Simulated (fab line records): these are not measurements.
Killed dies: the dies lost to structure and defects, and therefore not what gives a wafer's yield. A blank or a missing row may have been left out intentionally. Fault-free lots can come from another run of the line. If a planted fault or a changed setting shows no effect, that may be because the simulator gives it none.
fab line records	flow gf180mcu
record: lots: 6	wafers: 18	last_day: 34
route steps=602 shown V2@383
lots with no fault: from the same line, run without faults
start_h: hours from the record's opening day to when the first of the lot's shown wafers began	wait_h: hours from the lot's prior step to this one	" same as the row above	L1.1+2: a single row standing in for several wafers	- no value, or no start given	* or withheld: withheld	< > ~ a bound
route shown NAME@n: a module of which the file shows steps, and the number in the route of the first	usual: mean/standard deviation of fault-free wafers	same: alike in all rows	chamber/n: place in a boat	sites: each site's reading	_std_site: how widely they spread, as a standard deviation	_edge_site: the outer-site mean with the inner-site mean subtracted	radius_mm: for every site, how far away it sits from the centre of the wafer	mask NAME#n: copy n	behind: the tool/chamber that last shaped the wafer	hold: reason for holding the lot/hours on hold/outcome of the hold	device: names the non-switching transistor (n, p or np)	end of line: the tests these same wafers got at the end of their route	for a step that has no rows: nothing shown but its recipe	killed: dies that structure and defects cost at the first sort, which is not the same as the wafer's yield	map: a wafer's dies, x killed, . not, _ none there
set.NAME: the setting that was run; set.NAME@STEP: the one run at that earlier step	model.NAME: the simulator's own value behind a step, which no gauge read
lots seen at some steps along the route; tables by step, rows by wafer
services: a tool's chamber out of use, with start hour (start_h, from the record's first day; less than 0 if before it), hours out, and reason
== steps ==
step: GF_V2_THK_MEAS_01
recipe: reads: SiO2_of_V2_CVD_00
usual: V2_CVD_00_THK: 596/9.2
lot.wafer	tool	chamber	start_h	wait_h	V2_CVD_00_THK[nm]
L249.1	film_metro-03	-	473.21	0.0	590
L249.4	"	-	"	"	592
L249.6	"	-	"	"	591
L261.1	film_metro-01	-	572.59	0.0	591
L261.2	"	-	"	"	586
L261.5	"	-	"	"	591
L262.2	film_metro-01	-	575.04	0.0	593
L262.3	"	-	"	"	591
L262.4	"	-	"	"	592
L265.1	film_metro-01	-	608.02	0.1	584
L265.2	"	-	"	"	590
L265.4	"	-	"	"	581
L266.1	film_metro-01	-	612.72	0.0	605
L266.2	"	-	"	"	616
L266.4	"	-	"	"	608
L267.2	film_metro-02	-	617.65	0.0	604
L267.3	"	-	"	"	600
L267.4	"	-	"	"	606
step: GF_V2_CVD_02
recipe: material: SiO2	target_thk_nm: 850	precursor: TEOS	temp_c: 400	time_s: 94.851	rf_w: 600
usual: heater_power_w: 647/100
lot.wafer	tool	chamber	start_h	wait_h	heater_power_w
L249.1	pecvd-01	1	473.27	0.1	736
L249.4	"	0	"	"	569
L249.6	"	2	"	"	785
L261.1	pecvd-02	0	572.65	0.1	483
L261.2	"	2	"	"	662
L261.5	"	1	"	"	697
L262.2	pecvd-04	2	575.09	0.0	683
L262.3	"	0	"	"	533
L262.4	"	2	"	"	696
L265.1	pecvd-04	2	608.08	0.1	715
L265.2	"	0	"	"	602
L265.4	"	0	"	"	474
L266.1	pecvd-01	0	612.78	0.1	597
L266.2	"	1	"	"	738
L266.4	"	1	"	"	775
L267.2	pecvd-04	2	617.70	0.0	673
L267.3	"	1	"	"	724
L267.4	"	2	"	"	701
step: GF_V2_THK_MEAS_03
recipe: reads: SiO2_of_V2_CVD_02
usual: V2_CVD_02_THK: 850/13
lot.wafer	tool	chamber	start_h	wait_h	V2_CVD_02_THK[nm]
L249.1	film_metro-01	-	473.34	0.0	841
L249.4	"	-	"	"	854
L249.6	"	-	"	"	854
L261.1	film_metro-03	-	572.72	0.0	843
L261.2	"	-	"	"	823
L261.5	"	-	"	"	840
L262.2	film_metro-03	-	575.17	0.0	850
L262.3	"	-	"	"	858
L262.4	"	-	"	"	858
L265.1	film_metro-02	-	608.15	0.0	854
L265.2	"	-	"	"	846
L265.4	"	-	"	"	871
L266.1	film_metro-02	-	612.85	0.0	854
L266.2	"	-	"	"	841
L266.4	"	-	"	"	854
L267.2	film_metro-01	-	617.78	0.0	855
L267.3	"	-	"	"	851
L267.4	"	-	"	"	862
step: GF_V2_CMP_04
recipe: material: SiO2	down_force_psi: 4	platen_rpm: 60	pad_velocity_m_s: 0.94248
usual: motor_current_A: 11.7/0.88	time_to_endpoint_s: 80/6.1
lot.wafer	tool	chamber	start_h	wait_h	motor_current_A	time_to_endpoint_s
L249.1	cmp-02	2	473.40	0.1	13.4	78
L249.4	"	1	"	"	11.1	75
L249.6	"	2	"	"	13.9	83
L261.1	cmp-02	0	572.78	0.1	11.9	71
L261.2	"	2	"	"	14.0	74
L261.5	"	1	"	"	11.2	77
L262.4	cmp-02	3	575.22	0.0	11.2	88
L262.3	"	0	"	"	10.9	85
L262.2	"	2	"	"	14.0	85
L265.2	cmp-01	2	608.21	0.0	11.4	79
L265.1	"	3	"	"	11.8	79
L265.4	"	0	"	"	11.3	84
L266.2	cmp-01	3	612.96	0.1	12.2	76
L266.1	"	0	"	"	10.9	81
L266.4	"	1	"	"	11.7	76
L267.4	cmp-02	2	617.83	0.0	14.1	96
L267.2	"	3	"	"	11.1	92
L267.3	"	1	"	"	11.5	88
step: GF_V2_BOW_MEAS_05
recipe: mode: bow
usual: V2_BOW: 99/8.2
lot.wafer	tool	chamber	start_h	wait_h	V2_BOW[um]
L249.1	film_metro-01	-	473.70	0.2	102
L249.4	"	-	"	"	104
L249.6	"	-	"	"	102
L261.1	film_metro-03	-	573.08	0.2	99
L261.2	"	-	"	"	99
L261.5	"	-	"	"	98
L262.2	film_metro-03	-	575.54	0.1	96
L262.3	"	-	"	"	97
L262.4	"	-	"	"	90
L265.1	film_metro-03	-	608.51	0.2	109
L265.2	"	-	"	"	97
L265.4	"	-	"	"	91
L266.1	film_metro-02	-	613.21	0.1	100
L266.2	"	-	"	"	88
L266.4	"	-	"	"	88
L267.2	film_metro-03	-	618.15	0.2	78
L267.3	"	-	"	"	94
L267.4	"	-	"	"	102
step: GF_V2_DEHYDRATE_06
recipe: temp_c: 200	time_s: 60
step: GF_V2_HMDS_07
recipe: prime_time_s: 60	prime_temp_c: 120
step: GF_V2_COAT_08
recipe: resist: BARC	temp_c: withheld	time_s: withheld	spin_rpm: withheld	resist_thk_nm: withheld
step: GF_V2_COAT_09
recipe: resist: KrF	spin_rpm: withheld	resist_thk_nm: 1000
step: GF_V2_SOFTBAKE_10
recipe: temp_c: 130	time_s: 60	resist: KrF
step: GF_V2_EXPOSE_11
recipe: mask_id: Via2	target_cd_nm: 260	na: 0.68	source_shape: conventional	sigma_outer: 0.6	dose_mj: 38
step: GF_V2_PEB_12
recipe: peb_temp_c: 135	peb_time_s: 90	resist: KrF
step: GF_V2_DEVELOP_13
recipe: develop_time_s: 60	resist: KrF	dev_temp_c: 21
usual: chill_plate_temp_C: 23.02/0.11	develop_time_s: 60/0
lot.wafer	tool	chamber	start_h	wait_h	chill_plate_temp_C	develop_time_s	model.KrF_of_V2_COAT_09.thk_nm
L249.1	litho_track-01	0	497.85	0.2	23.17	60	982.8
L249.4	"	0	"	"	23.13	60	978.9
L249.6	"	0	"	"	23.06	60	984.2
L261.1	litho_track-04	-	595.16	0.2	-	-	998.9
L261.2	"	-	"	"	-	-	999.7
L261.5	"	-	"	"	-	-	1000
L262.2	litho_track-04	-	596.43	0.2	-	-	1000
L262.3	"	-	"	"	-	-	1002
L262.4	"	-	"	"	-	-	1002
L265.1	litho_track-01	0	628.49	0.2	23.12	60	981.2
L265.2	"	0	"	"	23.18	60	982.4
L265.4	"	0	"	"	23.14	60	981.7
L266.1	litho_track-04	0	633.51	0.2	22.82	60	983.2
L266.2	"	0	"	"	23.04	60	985.7
L266.4	"	0	"	"	23.00	60	983.9
L267.2	litho_track-01	0	638.87	0.2	23.07	60	985.2
L267.3	"	0	"	"	23.06	60	985.1
L267.4	"	0	"	"	23.02	60	983.2
step: GF_V2_CD_MEAS_14
recipe: target_cd_nm: 260
usual: cd_nm: 260.0/1.5
lot.wafer	tool	chamber	start_h	wait_h	cd_nm
L249.1	cd_sem-02	-	498.00	0.1	260.1
L249.4	"	-	"	"	259.5
L249.6	"	-	"	"	260.0
L261.1	cd_sem-02	-	595.31	0.1	-
L261.2	"	-	"	"	-
L261.5	"	-	"	"	-
L262.2	cd_sem-02	-	596.58	0.1	-
L262.3	"	-	"	"	-
L262.4	"	-	"	"	-
L265.1	cd_sem-02	-	628.64	0.1	260.8
L265.2	"	-	"	"	261.3
L265.4	"	-	"	"	261.6
L266.1	cd_sem-01	-	633.66	0.1	258.8
L266.2	"	-	"	"	260.4
L266.4	"	-	"	"	258.2
L267.2	cd_sem-02	-	639.01	0.1	260.5
L267.3	"	-	"	"	260.1
L267.4	"	-	"	"	261.9
== services ==
tool	chamber	start_h	hours	kind
pecvd-04	-	450.55	0.4	repair
cmp-01	-	488.11	2.5	repair
pecvd-04	-	494.93	1.3	repair
cmp-01	-	501.84	6.6	repair
cmp-02	-	503.87	0.4	repair
pecvd-02	-	504.53	9.7	repair
pecvd-04	2	507.56	4.5	repair
pecvd-04	-	515.51	54.4	repair
pecvd-01	-	518.52	28.1	pm
pecvd-04	0	521.66	10.0	repair
pecvd-02	-	546.62	2.8	pm
cmp-02	-	546.98	0.8	repair
cmp-02	-	556.03	2.1	repair
pecvd-01	1	559.11	5.2	repair
pecvd-02	-	568.75	0.3	repair
pecvd-04	-	569.91	2.8	pm
cmp-01	-	570.29	5.8	repair
cmp-01	-	576.13	4.0	pm
pecvd-01	-	577.70	2.8	repair
cmp-01	-	580.13	-	consumable_replace:conditioner
cmp-01	-	580.13	-	consumable_replace:pad
pecvd-02	-	591.12	14.0	pm
cmp-02	-	596.49	8.9	repair
cmp-02	-	605.36	5.1	pm
== key ==
first_sign: step: GF_V2_DEVELOP_13	reading: tool_record	direction: missing
effect none on later readings
model_effect: step: GF_V2_DEVELOP_13	value: KrF_of_V2_COAT_09.thk_nm	without: 985.7	struck: 1001
met_at GF_V2_DEVELOP_13
struck_wafers L261.1,L261.2,L261.5,L262.2,L262.3,L262.4
later_rows_left_out L261.1,L261.2,L261.5,L262.2,L262.3,L262.4
sort_left_out L261.1,L261.2,L261.5,L262.2,L262.3,L262.4
fault: kind: skipped_step_whole	tool: litho_track-04	chamber: -	onset_h: 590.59	steps: GF_V2_DEVELOP_13	scope: struck_lots_only
sort_left_out: the simulated sort isn't trusted on such a fault, so these wafers' sort isn't shown, and their yield isn't known
later_rows_left_out: the simulator's readings of these wafers behind a module that went badly wrong aren't trusted and aren't shown, but for the sort
